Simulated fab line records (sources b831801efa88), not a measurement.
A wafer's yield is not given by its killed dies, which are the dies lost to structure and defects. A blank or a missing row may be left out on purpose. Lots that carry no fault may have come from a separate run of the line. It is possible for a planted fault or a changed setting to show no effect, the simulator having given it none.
A lot that was struck, set against a sound lot || flow gf180mcu || 17 out of 602 route steps
Sound: the wafers L641.2, L641.3, L641.4. Wafers struck: L658.1, L658.2, L658.4. Last of all comes the cause.
Each step with rows lists, per side, the tool, then ch with its chambers, then its first start. Under that, the readings that differ: sound wafers || struck wafers || difference of the means || sigmas: that difference in standard deviations of wafers without a fault.
alike: readings whose means differ by less than 2 such deviations, and words and numbers that are the same on both sides. not compared: withheld readings, readings that some wafer has no value for, bounds like >300 that may hide the same value, and numbers for which the record gives no deviation and whose values overlap.
Wherever a step has rows on one side only, a row that says differs or no value, or a row with sigmas, the two part there. When numbers do not overlap yet have no deviation, they are printed without sigmas and do not part them. Lack of a reading on every wafer of one side parts them only where that side has two or more wafers.

first, 4 steps without rows for these wafers: GF_M1_SOFTBAKE_10 (time 60 s); GF_M1_EXPOSE_11 (exposes mask Metal1, target cd 230 nm); GF_M1_PEB_12 (peb time 90 s); GF_M1_DEVELOP_13 (develop time 60 s).
GF_M1_CD_MEAS_14: target cd 230 nm.
  sound: cd-sem-02 at day 18 08:37; struck: cd-sem-02 at day 24 12:07
{"reading": "cd-nm (nm)", "sound": "232.3 231.5 233.1", "struck": "230.1 229.5 230.5", "difference": -2.3, "sigmas": -2}
GF_M1_OVL_MEAS_15:
  sound: overlay-01 at day 18 08:43; struck: overlay-01 at day 24 12:14
  alike: M1_OVL
GF_M1_METAL_ETCH_16: etches the open film in Cl2/BCl3, stops on SiO2, target depth 750.8 nm, time 125.1 s.
  sound on rie-metal-02 ch 0,1, day 18 08:44; struck on rie-metal-02 ch 0,1, day 24 12:17
  alike: drypump-motor-current-A, oes-product-au, throttle-valve-pct
  not compared: rf-hours-counter-h
GF_M1_STRIP_17: strips in O2/N2.
  sound on plasma-asher-01 ch 0,1, day 18 08:52; struck on plasma-asher-03 ch 0,1, day 24 12:24
  alike: drypump-motor-current-A, heater-power-w, oes-product-au, strip-time-to-endpoint-s
  not compared: rf-hours-counter-h
then, 3 steps without rows for these wafers: GF_M1_STRIP_18 (strips in post etch residue remover, time 1200 s); GF_M1_CLEAN_19 (cleans in DIW); GF_V1_CVD_00 (deposits SiO2, target thk 600 nm, time 100 s).
GF_V1_THK_MEAS_01:
  sound: film-metro-03 at day 18 09:31; struck: film-metro-04 at day 24 13:01
  alike: V1_CVD_00_THK
GF_V1_CVD_02: deposits SiO2 from TEOS, target thk 850 nm, time 94.851 s.
  sound on pecvd-02 ch 0,1,2, day 18 09:34; struck on pecvd-02 ch 0,2, day 24 13:04
{"reading": "rf-fwd-power-W (W)", "sound": "597.4 597.0 592.2", "struck": "835.1 838.4 838.8", "difference": "+241.9", "sigmas": "+99 or more"}
{"reading": "model.SiO2_of_V1_CVD_02.thk-nm (nm)", "sound": "850.4 836 834", "struck": "920.4 936.9 946.6", "difference": "+94.5", "sigmas": ""}
  alike: heater-power-w, susceptor-temp-C
GF_V1_THK_MEAS_03:
  sound: film-metro-04 at day 18 09:39; struck: film-metro-04 at day 24 13:08
{"reading": "V1_CVD_02_THK (nm)", "sound": "851 836 834", "struck": "920 938 946", "difference": "+94", "sigmas": "+7"}
GF_V1_CMP_04: polishes SiO2.
  sound on cmp-01 ch 0,1,3, day 18 09:42; struck on cmp-02 ch 0,2,3, day 24 13:12
{"reading": "time-to-endpoint-s (s)", "sound": "73 70 72", "struck": "110 115 118", "difference": "+43", "sigmas": "+7"}
  alike: motor-current-A
GF_V1_BOW_MEAS_05:
  sound: film-metro-04 at day 18 10:01; struck: film-metro-04 at day 24 13:30
  alike: V1_BOW
next, for these wafers, 1 step has no rows: GF_PASSIVATION_PROBE_99.

## WHERE THEY PART
At GF_M1_CD_MEAS_14 first; at GF_V1_CMP_04 last (within this record only). Later steps at which nothing parts them and some readings are alike: GF_V1_BOW_MEAS_05.

WHY: whatever the simulator had introduced
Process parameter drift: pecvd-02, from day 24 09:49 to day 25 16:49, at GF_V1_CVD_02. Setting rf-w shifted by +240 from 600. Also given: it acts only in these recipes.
